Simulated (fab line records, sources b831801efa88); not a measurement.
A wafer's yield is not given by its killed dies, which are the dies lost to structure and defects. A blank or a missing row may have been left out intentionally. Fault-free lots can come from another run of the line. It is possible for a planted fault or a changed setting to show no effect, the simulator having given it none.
Matching of chambers ; flow gf180mcu ; GF_V5_CMP_04 on cmp-01: 4 sister chambers
The step polishes SiO2. 8 wafers are shown with their chamber, then 7 later ones without.

## WAFERS WITH THEIR CHAMBER
wafer;chamber;motor-current-A (A);retaining-ring-pressure-frac
L076.3;2;11.3;1.009
L084.4;2;11.5;0.989
L084.6;0;12.3;0.993
L086.1;1;10.0;1.000
L086.3;0;12.1;0.992
L086.4;3;14.2;1.000
L088.2;1;9.8;0.996
L088.3;3;13.4;0.997

## WAFERS WHOSE CHAMBER IS MISSING
wafer;motor-current-A (A);retaining-ring-pressure-frac
L088.4;11.4;0.999
L091.1;14.2;1.003
L091.2;12.2;0.999
L091.6;13.9;0.999
L096.1;14.1;0.997
L096.3;11.1;0.998
L096.5;9.7;0.993

## EACH ONE'S CHAMBER
wafer;from the rows above;in truth
L088.4;2;2
L091.1;3;3
L091.2;can't be placed: 0 or 2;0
L091.6;3;3
L096.1;3;3
L096.3;2;2
L096.5;1;1
Correctly placed: 6 of 7. These rows do not allow placing 1 (true chamber among the candidates in 1). Wrongly placed: 0.
How it was worked out, from the rows above alone: a wafer's distance from a chamber is the root of the sum, over the readings, of the square of ((its reading less the chamber's mean) divided by the reading's scatter). If the next closest chamber is less than 2 further off than the closest, the wafer can't be placed; otherwise it belongs to the closest. For every chamber, the mean is computed from those of its wafers that are shown. How the scatter is found: for the shown wafers, subtract from each reading the mean of its chamber, square and add these, divide the total by (wafers less chambers), then take the root.
